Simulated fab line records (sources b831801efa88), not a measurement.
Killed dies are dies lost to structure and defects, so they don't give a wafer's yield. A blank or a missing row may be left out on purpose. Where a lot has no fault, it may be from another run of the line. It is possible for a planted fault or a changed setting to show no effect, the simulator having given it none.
fab line records | flow sky130
[record] lots = 7 wafers = 21 lastDay = 50
route steps=708 shown FIELD_ISO@1 PAD_OPEN@708
lots that met no fault: taken from a fault-free run of the same line
startH: start of the lot's first displayed wafer, in hours after the record's first day | waitH: hours from the lot's prior step to this one | " as in the row above | L1.1+2: a row that stands for several wafers | - either no value or no given start | * or withheld: withheld | < > ~ a bound
route shown NAME@n: NAME is a module with steps in the file, n the number in the route of the first one | usual: mean/standard deviation of fault-free wafers | same: alike in all rows | chamber/n: place in a boat | sites: per-site readings | _std_site: standard deviation of those values | _edge_site: mean of outer sites minus mean of inner sites | radiusMm: for every site, how far away it sits from the centre of the wafer | mask NAME#n: copy n | behind: the most recent tool/chamber to have shaped the wafer | hold: why the lot was held/for how many hours/how that ended | device: names the non-switching transistor (n, p or np) | end of line: the route-end tests of the same wafers | a step with no rows: only its recipe | killed: at the first sort, the dies lost to defects and structure; wafer yield is something else | map: the dies of a wafer, with x for killed, . for not killed, _ for no die there
set.NAME: the setting that was run; set.NAME@STEP: the one run at that earlier step | model.NAME: the simulator's own value behind a step, which no gauge read
certain route steps with their lots: each step a table, each wafer a row
services: a tool's chamber out of use, with start hour (startH, from the record's first day; less than 0 if before it), hours out, and reason
[[steps]]
[step SKY_FIELD_ISO_BOW_MEAS_00]
[recipe] mode = bow
[usual] INCOMING_BOW = -1/6.6
// columns lot.wafer tool chamber startH waitH INCOMING_BOW[um]
L839.1 filmMetro-04 - 15.00 - 0
L839.3 " - " " -10
L839.6 " - " " -15
L846.2 filmMetro-02 - 50.02 - -6
L846.4 " - " " -5
L846.5 " - " " 13
L847.1 filmMetro-01 - 55.00 - 6
L847.3 " - " " -2
L847.5 " - " " 1
L848.2 filmMetro-02 - 60.02 - 1
L848.3 " - " " -9
L848.4 " - " " -3
L854.1 filmMetro-02 - 90.00 - 7
L854.5 " - " " -19
L854.6 " - " " 0
L856.3 filmMetro-02 - 100.04 - 1
L856.5 " - " " -1
L856.6 " - " " 5
L858.3 filmMetro-01 - 110.04 - -8
L858.5 " - " " -4
L858.6 " - " " 1
[step SKY_FIELD_ISO_OXIDATION_01]
[recipe] tempC = 900 ambient = O2 stabiliseS = 600 purgeS = 300 targetThkA = 120 oxTimeS = 1843
[usual] oxTempC = 900.1/0.42 oxTempCMax = 904.6/1.1 oxTimeS = 1843/0 purgeS = 300/0 spikeTcUpperC = 901.1/1.2
// columns lot.wafer tool chamber startH waitH oxTempC oxTempCMax oxTimeS purgeS spikeTcUpperC
L839.1 furnace-02 0 15.93 0.9 900.5 906.1 1843 300 901.5
L839.3 " 0 " " 899.8 905.2 1843 300 902.1
L839.6 " 0 " " 900.1 906.2 1843 300 902.1
L846.2 furnace-01 - 52.32 2.3 - - - - -
L846.4 " - " " - - - - -
L846.5 " - " " - - - - -
L847.1 furnace-01 - 56.58 1.6 - - - - -
L847.3 " - " " - - - - -
L847.5 " - " " - - - - -
L848.2 furnace-01 - 60.85 0.8 - - - - -
L848.3 " - " " - - - - -
L848.4 " - " " - - - - -
L854.1 furnace-02 0 90.26 0.2 899.6 906.2 1843 300 900.7
L854.5 " 0 " " 899.5 904.9 1843 300 901.0
L854.6 " 0 " " 900.0 906.2 1843 300 900.3
L856.3 furnace-01 0 100.74 0.7 899.6 903.0 1843 300 899.4
L856.5 " 0 " " 899.9 903.4 1843 300 899.3
L856.6 " 0 " " 899.4 903.4 1843 300 900.0
L858.3 furnace-02 0 113.44 3.4 900.3 905.6 1843 300 902.6
L858.5 " 0 " " 899.8 904.3 1843 300 903.2
L858.6 " 0 " " 899.6 904.7 1843 300 902.7
[step SKY_FIELD_ISO_CVD_03]
[recipe] material = Si3N4 precursor = DCS/NH3 targetThkNm = 165 tempC = 770 timeS = 2830 pressureMtorr = 250
[step SKY_PAD_OPEN_PROBE_99]
// columns lot.wafer tool chamber startH waitH model.etest.pfet_16v.rOnOhmUm model.etest.capLiToPoly.cAfUm2 model.etest.capPolyToWell.cAfUm2 model.etest.fieldP.vtV model.etest.fieldN.vtV model.etest.diodeNdiffFingers.leakLog10ACm2 model.etest.diodePdiffFingers.leakLog10ACm2 model.etest.sramNfetPass.offLog10AUm
L839.1 prober-01 - 1084.45 0.1 1.504e+04 101.4 91.72 -39.91 35.65 -6.462 -6.433 -12.74
L839.3 prober-01 - 1084.55 0.2 1.495e+04 100.8 93.57 -39.14 35.3 -6.614 -6.486 -12.78
L839.6 prober-01 - 1084.70 0.2 1.559e+04 102.4 90.76 -42.54 36.82 -6.552 -6.81 -12.65
L847.1 prober-02 - 1132.97 0.1 1.505e+04 95.91 94.76 -40.95 35.23 -6.033 -6.184 -12.1
L847.3 prober-02 - 1133.07 0.2 1.45e+04 92.87 95.53 -39.14 34.22 -6.127 -5.777 -11.84
L847.5 prober-02 - 1133.17 0.2 1.463e+04 96.5 94.36 -39.7 34.54 -5.875 -6 -12.09
L846.2 prober-01 - 1136.52 0.1 1.442e+04 92.5 94.35 -38.72 34.1 -5.74 -5.972 -12.13
L846.4 prober-01 - 1136.62 0.2 1.481e+04 94.26 93.29 -41.26 35.32 -6.067 -5.767 -12
L846.5 prober-01 - 1136.67 0.2 1.453e+04 94.93 97.86 -40.13 35.16 -5.828 -5.496 -11.74
L848.2 prober-02 - 1140.21 0.1 1.512e+04 92.66 92.96 -40.8 35.58 -5.86 -5.732 -12
L848.3 prober-02 - 1140.26 0.2 1.465e+04 93.05 95.03 -38.34 34.46 -5.886 -5.812 -12.05
L848.4 prober-02 - 1140.31 0.2 1.468e+04 96.12 93.82 -38.72 34.53 -6.129 -6.147 -11.79
L854.1 prober-02 - 1173.56 0.1 1.524e+04 98 92.83 -41.96 35.52 -6.877 -6.619 -13.04
L854.5 prober-02 - 1173.76 0.2 1.54e+04 103.5 91.91 -42.15 35.34 -6.439 -6.289 -12.71
L854.6 prober-02 - 1173.81 0.2 1.523e+04 98.47 91.39 -42.13 35.35 -6.594 -6.746 -12.69
L856.3 prober-02 - 1183.42 0.2 1.552e+04 97.94 90.95 -43.29 36.4 -6.677 -6.378 -12.8
L856.5 prober-02 - 1183.52 0.2 1.534e+04 100.6 92.58 -43.05 36.14 -6.808 -6.736 -12.53
L856.6 prober-02 - 1183.57 0.2 1.566e+04 99.17 89.74 -44.19 36.5 -6.714 -6.796 -12.63
L858.3 prober-02 - 1188.91 0.2 1.528e+04 96.55 90.52 -42.08 36.19 -6.559 -6.52 -13.05
L858.5 prober-02 - 1189.01 0.2 1.557e+04 99.78 89.32 -43.56 36.72 -6.875 -6.645 -12.91
L858.6 prober-02 - 1189.06 0.2 1.514e+04 100.8 91.84 -41.71 36.02 -6.867 -6.55 -12.84
// killed by level:class
L839.1 VIA1:geometricParticle:open=16 CONTACT:geometricParticle:open=13 VIA3:geometricParticle:open=9 METAL1:geometricParticle:short=7 VIA1:geometricParticle:short=7 VIA2:geometricParticle:open=7 FIELD_ISO:geometricParticle:open=4 LI_CONTACT:geometricParticle:open=4
L839.3 LI_CONTACT:geometricParticle:open=8 VIA2:geometricParticle:open=7 VIA3:geometricParticle:open=7 METAL1:geometricParticle:short=6 CONTACT:geometricParticle:open=6 VIA1:geometricParticle:open=6 FIELD_ISO:geometricParticle:open=4 LOCAL_INTERCONNECT:geometricParticle:short=4
L839.6 METAL1:geometricParticle:short=9 CONTACT:geometricParticle:open=7 VIA1:geometricParticle:short=7 FIELD_ISO:geometricParticle:short=6 LI_CONTACT:geometricParticle:open=6 VIA2:geometricParticle:open=6 POLY_GATE:geometricParticle:open=4 METAL2:geometricParticle:short=4
L854.1 VIA1:geometricParticle:open=14 LI_CONTACT:geometricParticle:open=8 CONTACT:geometricParticle:open=8 LOCAL_INTERCONNECT:geometricParticle:short=6 VIA3:geometricParticle:open=6 VIA2:geometricParticle:open=5 METAL1:geometricParticle:short=4 CONTACT:geometricParticle:short=3
L854.5 VIA1:geometricParticle:open=10 LI_CONTACT:geometricParticle:open=8 VIA3:geometricParticle:open=7 POLY_GATE:geometricParticle:open=5 FIELD_ISO:geometricParticle:short=4 POLY_GATE:geometricParticle:short=4 CONTACT:geometricParticle:short=4 METAL3:geometricParticle:short=4
L854.6 CONTACT:geometricParticle:open=11 CONTACT:geometricParticle:short=10 FIELD_ISO:geometricParticle:short=6 FIELD_ISO:geometricParticle:open=6 METAL1:geometricParticle:short=6 LI_CONTACT:geometricParticle:short=5 VIA1:geometricParticle:open=4 METAL2:geometricParticle:short=4
L856.3 CONTACT:geometricParticle:open=14 VIA2:geometricParticle:open=11 VIA1:geometricParticle:open=9 METAL1:geometricParticle:short=8 METAL2:geometricParticle:short=6 FIELD_ISO:geometricParticle:short=5 VIA3:geometricParticle:open=5 CONTACT:geometricParticle:short=4
L856.5 VIA1:geometricParticle:open=8 CONTACT:geometricParticle:open=7 METAL2:geometricParticle:short=7 CONTACT:geometricParticle:short=6 VIA3:geometricParticle:open=6 FIELD_ISO:geometricParticle:short=5 VIA2:geometricParticle:open=5 LI_CONTACT:geometricParticle:open=4
L856.6 VIA1:geometricParticle:open=12 CONTACT:geometricParticle:open=11 FIELD_ISO:geometricParticle:open=5 METAL1:geometricParticle:short=5 VIA2:geometricParticle:open=5 METAL4:geometricParticle:short=4 VIA3:geometricParticle:open=4 POLY_GATE:geometricParticle:short=3
L858.3 VIA1:geometricParticle:open=9 CONTACT:geometricParticle:open=8 LI_CONTACT:geometricParticle:open=8 CONTACT:geometricParticle:short=7 VIA3:geometricParticle:short=7 VIA1:geometricParticle:short=5 VIA3:geometricParticle:open=4 FIELD_ISO:geometricParticle:open=3
L858.5 CONTACT:geometricParticle:open=10 VIA1:geometricParticle:short=10 FIELD_ISO:geometricParticle:short=8 VIA3:geometricParticle:open=7 LI_CONTACT:geometricParticle:open=6 VIA1:geometricParticle:open=6 VIA2:geometricParticle:open=6 FIELD_ISO:geometricParticle:open=5
L858.6 CONTACT:geometricParticle:open=10 METAL1:geometricParticle:short=8 VIA1:geometricParticle:open=7 VIA2:geometricParticle:open=7 VIA3:geometricParticle:short=6 METAL2:geometricParticle:short=5 FIELD_ISO:geometricParticle:short=4 VIA2:geometricParticle:short=4
[[services]]
// columns tool chamber startH hours kind
furnace-02 - 4.50 3.2 pm
furnace-02 - 43.03 3.4 pm
furnace-01 - 104.94 3.3 pm
furnace-01 - 110.85 3.8 pm
[[key]]
[firstSign] step = SKY_FIELD_ISO_OXIDATION_01 reading = toolRecord direction = missing
effect none on later readings
[modelEffect] step = SKY_PAD_OPEN_PROBE_99 value = etest.pfet_16v.rOnOhmUm without = 1.514e+04 struck = 1.471e+04
metAt SKY_FIELD_ISO_OXIDATION_01
struckWafers L846.2,L846.4,L846.5,L847.1,L847.3,L847.5,L848.2,L848.3,L848.4
laterRowsLeftOut L846.2,L846.4,L846.5,L847.1,L847.3,L847.5,L848.2,L848.3,L848.4
sortLeftOut L846.2,L846.4,L846.5,L847.1,L847.3,L847.5,L848.2,L848.3,L848.4
testerLeftOut L846,L847,L848
[fault] kind = skippedStepWhole tool = furnace-01 chamber = - onsetH = 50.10 steps = SKY_FIELD_ISO_OXIDATION_01 scope = struckLotsOnly
// testerLeftOut: of these lots the tester's yield and bins aren't shown, on N5 and GAA mostly nor the transistor test; their killed dies are dies lost to structure and defects alone, not to doping, threshold or leakage, so they don't give the yield
// sortLeftOut: the simulated sort isn't trusted on such a fault, so these wafers' sort isn't shown, and their yield isn't known
// laterRowsLeftOut: the simulator's readings of these wafers behind a module that went badly wrong aren't trusted and aren't shown, but for the sort
